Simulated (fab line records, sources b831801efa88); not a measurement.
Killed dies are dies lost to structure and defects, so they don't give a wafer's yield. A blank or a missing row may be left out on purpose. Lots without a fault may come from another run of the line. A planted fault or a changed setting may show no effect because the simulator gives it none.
fab line records | flow gf180mcu
record lots=6 wafers=17 last_day=34
route steps=602 shown CONTACT@299
lots that met no fault: from a run of the same line without faults
start_h: hours from the record's first day to the start of the lot's first wafer shown | wait_h: hours since the lot's step before | " the same as in the row above | L1.1+2: a row that stands for several wafers | - no value, or no start given | * or withheld: withheld | < > ~ a bound
route shown NAME@n: a module of which the file shows steps, and the number in the route of the first | usual: mean/standard deviation of fault-free wafers | same: alike in all rows | chamber/n: place in a boat | sites: the reading at each site | _std_site: their standard deviation | _edge_site: outer sites' mean less inner sites' | radius_mm: how far each site lies from the wafer's centre | mask NAME#n: copy n | behind: the tool/chamber that last shaped the wafer | hold: why the lot was held/for how many hours/how that ended | device: the transistor (n, p or np) that didn't switch | end of line: the same wafers' tests at the end of the route | a step without rows: its recipe alone | killed: dies lost to structure and defects at the first sort, not the wafer's yield | map: a wafer's dies, x killed, . not, _ none there
set.NAME: the setting as run; set.NAME@STEP: as run at that earlier step | model.NAME: the simulator's own value behind a step, which no gauge read
lots at some steps of the route; a table a step, a row a wafer
services: from which hour (start_h, from the record's first day; less than 0 if before it) a tool's chamber was out of use, for how many hours, and why
## steps
# step GF_CONTACT_PEB_12
# recipe peb_temp_c=135 peb_time_s=90 resist=KrF
# step GF_CONTACT_DEVELOP_13
# recipe develop_time_s=60 resist=KrF dev_temp_c=21
# step GF_CONTACT_CD_MEAS_14
# recipe target_cd_nm=220
# usual cd_nm=219.6/1.6
# columns lot.wafer tool chamber start_h wait_h cd_nm
L496.1 cd_sem-02 - 453.75 0.1 219.8
L496.4 " - " " 219.7
L496.6 " - " " 219.0
L497.4 cd_sem-02 - 464.55 0.1 220.5
L497.5 " - " " 219.5
L506.3 cd_sem-01 - 524.18 0.1 218.9
L506.4 " - " " 220.0
L506.5 " - " " 219.2
L508.2 cd_sem-02 - 532.96 0.1 221.5
L508.4 " - " " 220.8
L508.5 " - " " 221.4
L510.2 cd_sem-01 - 550.31 0.1 218.0
L510.3 " - " " 217.8
L510.6 " - " " 217.9
L511.3 cd_sem-02 - 570.18 0.1 218.6
L511.4 " - " " 218.8
L511.5 " - " " 219.2
# step GF_CONTACT_OVL_MEAS_15
# usual CONTACT_OVL=4/4.9
# columns lot.wafer tool chamber start_h wait_h CONTACT_OVL[nm]
L496.1 overlay-02 - 453.87 0.1 6
L496.4 " - " " 3
L496.6 " - " " 8
L497.4 overlay-02 - 464.63 0.1 1
L497.5 " - " " 2
L506.3 overlay-02 - 524.27 0.1 -2
L506.4 " - " " 5
L506.5 " - " " 2
L508.2 overlay-02 - 533.06 0.1 3
L508.4 " - " " 1
L508.5 " - " " 2
L510.2 overlay-01 - 550.41 0.1 -5
L510.3 " - " " 9
L510.6 " - " " 3
L511.3 overlay-01 - 570.27 0.1 1
L511.4 " - " " -2
L511.5 " - " " 4
# step GF_CONTACT_ETCH_16
# recipe chemistry=N2/H2 target_depth_a=withheld overetch_a=withheld time_s=withheld target=BARC ion_energy_ev=200 source_w=500 bias_w=100 pressure_mtorr=30 n2_flow_sccm=100 h2_flow_sccm=200
# usual drypump_motor_current_A=5.7/0.53 oes_product_au=0.856/0.0054 throttle_valve_pct=13.224/0.0085
# columns lot.wafer tool chamber start_h wait_h drypump_motor_current_A oes_product_au throttle_valve_pct
L496.1 rie_diel-04 3 453.91 0.0 5.9 0.847 13.227
L496.4 " 0 " " 5.8 0.854 13.215
L496.6 " 1 " " 4.7 0.854 13.240
L497.4 rie_diel-02 1 464.64 0.0 6.0 0.850 13.222
L497.5 " 0 " " 5.7 0.854 13.225
L506.3 rie_diel-02 3 524.29 0.0 5.2 0.861 13.209
L506.4 " 0 " " 5.7 0.858 13.218
L506.5 " 1 " " 6.0 0.856 13.212
L508.2 rie_diel-04 0 533.09 0.0 5.8 0.851 13.219
L508.4 " 2 " " 5.1 0.859 13.221
L508.5 " 1 " " 4.8 0.857 13.224
L510.2 rie_diel-04 3 550.44 0.0 5.9 0.866 13.234
L510.3 " 0 " " 5.8 0.840 13.227
L510.6 " 2 " " 5.1 0.859 13.231
L511.3 rie_diel-03 3 570.29 0.0 5.6 0.853 13.234
L511.4 " 0 " " 6.3 0.858 13.227
L511.5 " 1 " " 6.4 0.863 13.223
# step GF_CONTACT_ETCH_17
# recipe chemistry=C4F8/O2/Ar mask_material=KrF target=SiO2 stop_on=CoSi2 source_w=1500 bias_w=1200 pressure_mtorr=40 c4f8_flow_sccm=withheld O2_flow_sccm=6 Ar_flow_sccm=300 time_s=withheld target_depth_a=8600
# usual oes_product_au=0.814/0.0048
# columns lot.wafer tool chamber start_h wait_h oes_product_au
L496.1 rie_diel-04 3 - - 0.815
L496.4 " 0 " " 0.811
L496.6 " 1 " " 0.811
L497.4 rie_diel-02 1 - - 0.812
L497.5 " 0 " " 0.818
L506.3 rie_diel-02 3 - - 0.810
L506.4 " 0 " " 0.810
L506.5 " 1 " " 0.808
L508.2 rie_diel-04 0 - - 0.822
L508.4 " 2 " " 0.818
L508.5 " 1 " " 0.814
L510.2 rie_diel-04 3 - - 0.822
L510.3 " 0 " " 0.813
L510.6 " 2 " " 0.811
L511.3 rie_diel-03 3 - - 0.825
L511.4 " 0 " " 0.818
L511.5 " 1 " " 0.817
# step GF_CONTACT_STRIP_18
# recipe chemistry=O2/N2 power_w=1400 pressure_mtorr=1500 platen_temp_c=250 o2_flow_sccm=3000 n2_flow_sccm=300 overash_fraction=0.5
# step GF_CONTACT_CLEAN_19
# recipe chemistry=SPM
# step GF_CONTACT_CLEAN_20
# recipe chemistry=DIW
# step GF_CONTACT_CLEAN_21
# recipe chemistry=dHF time_s=20 dilution=100:1 dry=ipa_marangoni
# step GF_CONTACT_SPUTTER_22
# recipe material=Ti target_thk_nm=15 chamber_pressure_pa=5 power_w=2500 substrate_temp_c=200 time_s=80.02
# usual throttle_valve_pct=29.6/1.3
# columns lot.wafer tool chamber start_h wait_h throttle_valve_pct
L496.1 pvd_sputter-01 - 454.37 0.0 29.2
L496.4 " - " " 28.1
L496.6 " - " " 29.5
L497.4 pvd_sputter-04 - 465.10 0.0 31.6
L497.5 " - " " 31.4
L506.3 pvd_sputter-01 - 524.76 0.0 29.7
L506.4 " - " " 29.1
L506.5 " - " " 28.2
L508.2 pvd_sputter-01 - 533.64 0.0 28.0
L508.4 " - " " 29.6
L508.5 " - " " 29.7
L510.2 pvd_sputter-01 - 550.90 0.0 29.4
L510.3 " - " " 28.2
L510.6 " - " " 29.3
L511.3 pvd_sputter-03 - 570.75 0.0 31.2
L511.4 " - " " 30.0
L511.5 " - " " 30.9
# step GF_CONTACT_SPUTTER_23
# recipe material=TiN target_thk_nm=10 chamber_pressure_pa=5 power_w=4000 time_s=40
# usual throttle_valve_pct=29.6/1.3
# columns lot.wafer tool chamber start_h wait_h throttle_valve_pct
L496.1 pvd_sputter-01 - 454.43 0.0 29.2
L496.4 " - " " 28.2
L496.6 " - " " 29.1
L497.4 pvd_sputter-04 - 465.17 0.0 31.8
L497.5 " - " " 31.1
L506.3 pvd_sputter-01 - 524.82 0.0 29.3
L506.4 " - " " 29.2
L506.5 " - " " 27.9
L508.2 pvd_sputter-01 - 533.71 0.0 28.0
L508.4 " - " " 29.6
L508.5 " - " " 29.4
L510.2 pvd_sputter-01 - 550.96 0.0 29.3
L510.3 " - " " 27.9
L510.6 " - " " 29.6
L511.3 pvd_sputter-03 - 570.81 0.0 31.3
L511.4 " - " " 30.0
L511.5 " - " " 31.3
# step GF_CONTACT_CVD_24
# recipe material=W target_thk_nm=300 time_s=90.339 temp_c=400 pressure_torr=40
# usual heater_power_w=886/40
# columns lot.wafer tool chamber start_h wait_h heater_power_w since_wet_clean_h model.W_of_CONTACT_CVD_24.thk_nm
L496.1 cvd_w-01 0 454.47 0.0 820 50 295.6
L496.4 " 0 " " 812 - 324.9
L496.6 " 1 " " 905 - 295.2
L497.4 cvd_w-01 0 465.24 0.1 836 - 326
L497.5 " 0 " " 819 - 327.7
L506.3 cvd_w-01 0 524.89 0.1 855 - 293.8
L506.4 " 1 " " 920 - 296.2
L506.5 " 1 " " 913 - 295.1
L508.2 cvd_w-01 0 533.74 0.0 834 130 297.6
L508.4 " 1 " " 933 - 301.8
L508.5 " 1 " " 931 - 299.5
L510.2 cvd_w-01 1 551.00 0.0 914 147 299.7
L510.3 " 1 " " 917 - 300.1
L510.6 " 1 " " 936 - 300.6
L511.3 cvd_w-02 0 570.89 0.1 885 - 300
L511.4 " 1 " " 897 - 298.3
L511.5 " 0 " " 889 - 298.9
# step GF_CONTACT_RS_MEAS_25
# recipe thk_meas_gauge=four-point-probe reads=W_of_CONTACT_CVD_24+TiN_of_CONTACT_SPUTTER_23+Ti_of_CONTACT_SPUTTER_22
# usual CONTACT_W_RS=0.383/0.0043
# columns lot.wafer tool chamber start_h wait_h CONTACT_W_RS[ohm/sq]
L496.1 film_metro-02 - 454.57 0.1 0.388
L496.4 " - " " 0.353
L496.6 " - " " 0.389
L497.4 film_metro-02 - 465.36 0.1 0.352
L497.5 " - " " 0.349
L506.3 film_metro-03 - 525.00 0.1 0.391
L506.4 " - " " 0.388
L506.5 " - " " 0.390
L508.2 film_metro-03 - 533.86 0.1 0.386
L508.4 " - " " 0.381
L508.5 " - " " 0.384
L510.2 film_metro-03 - 551.12 0.1 0.384
L510.3 " - " " 0.384
L510.6 " - " " 0.383
L511.3 film_metro-04 - 570.99 0.1 0.382
L511.4 " - " " 0.385
L511.5 " - " " 0.384
# step GF_CONTACT_THK_MEAS_26
# recipe thk_meas_gauge=xrf reads=W_of_CONTACT_CVD_24
# usual CONTACT_W_THK=301/3.7
# columns lot.wafer tool chamber start_h wait_h CONTACT_W_THK[nm]
L496.1 film_metro-02 - 454.69 0.1 297
L496.4 " - " " 326
L496.6 " - " " 297
L497.4 film_metro-02 - 465.45 0.1 324
L497.5 " - " " 325
L506.3 film_metro-03 - 525.10 0.1 297
L506.4 " - " " 298
L506.5 " - " " 296
L508.2 film_metro-03 - 533.97 0.1 296
L508.4 " - " " 301
L508.5 " - " " 299
L510.2 film_metro-03 - 551.23 0.1 300
L510.3 " - " " 298
L510.6 " - " " 299
L511.3 film_metro-04 - 571.09 0.1 302
L511.4 " - " " 302
L511.5 " - " " 302
# step GF_CONTACT_CMP_27
# recipe stop_on=SiO2 down_force_psi=3.5 platen_rpm=60 t_overpolish_s=15 target_thk_nm=0 pad_velocity_m_s=0.94248
# usual motor_current_A=10.7/0.87 retaining_ring_pressure_frac=1.000/0.005
# columns lot.wafer tool chamber start_h wait_h motor_current_A retaining_ring_pressure_frac
L496.1 cmp-02 3 454.80 0.1 9.8 0.996
L496.4 " 1 " " 11.7 1.000
L496.6 " 3 " " 9.6 1.006
L497.4 cmp-02 1 465.48 0.0 11.2 1.007
L497.5 " 1 " " 11.2 1.002
L506.4 cmp-02 2 525.14 0.0 11.1 1.002
L506.3 " 1 " " 11.1 0.992
L506.5 " 3 " " 9.8 1.011
L508.4 cmp-01 2 534.02 0.0 10.2 0.999
L508.2 " 1 " " 9.0 1.005
L508.5 " 2 " " 11.0 0.992
L510.3 cmp-01 0 551.33 0.1 11.1 1.002
L510.2 " 1 " " 9.3 1.002
L510.6 " 3 " " 12.0 1.002
L511.3 cmp-01 2 571.23 0.1 10.4 0.996
L511.4 " 3 " " 12.6 1.006
L511.5 " 1 " " 10.2 0.999
## services
# columns tool chamber start_h hours kind
pvd_sputter-04 - 435.44 0.9 repair
cmp-01 - 442.04 1.6 repair
cmp-01 - 447.23 1.4 repair
cmp-02 - 449.29 4.4 pm
rie_diel-02 - 454.13 2.8 pm
pvd_sputter-04 - 455.80 3.9 repair
cvd_w-02 - 455.96 14.6 pm
cmp-01 - 456.11 4.2 pm
cmp-01 - 460.70 6.8 pm
rie_diel-03 1 468.20 4.5 repair
rie_diel-03 - 488.03 0.7 repair
rie_diel-02 2 494.14 24.2 repair
pvd_sputter-01 - 495.11 29.0 repair
rie_diel-03 3 496.07 2.4 repair
rie_diel-02 - 497.40 0.2 repair
cvd_w-02 - 498.41 2.8 pm
rie_diel-04 1 504.65 1.5 repair
cmp-02 - 519.18 3.3 repair
cmp-01 - 527.03 1.0 repair
cvd_w-02 0 542.92 3.6 repair
cmp-02 - 561.06 11.1 pm
pvd_sputter-03 - 566.69 3.4 repair
rie_diel-03 2 568.60 6.5 repair
## key
first_sign step=GF_CONTACT_RS_MEAS_25 reading=CONTACT_W_RS direction=down sigmas=7.3 usual=0.383 struck=0.352
effect step=GF_CONTACT_THK_MEAS_26 reading=CONTACT_W_THK direction=up sigmas=6.6 usual=301 struck=325
model_effect step=GF_CONTACT_CVD_24 value=W_of_CONTACT_CVD_24.thk_nm without=299.3 struck=326.2
met_at GF_CONTACT_CVD_24
struck_wafers L496.4,L497.4,L497.5
tester_left_out L496,L497
fault kind=process_parameter_drift tool=cvd_w-01 chamber=- onset_h=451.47 steps=GF_CONTACT_CVD_24 channel=target_thk_nm offset=26.992 shape=step end_h=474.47 scope=struck_wafers_only acts_in=these_recipes_only stated=300
# tester_left_out: of these lots the tester's yield and bins aren't shown, on N5 and GAA mostly nor the transistor test; their killed dies are dies lost to structure and defects alone, not to doping, threshold or leakage, so they don't give the yield
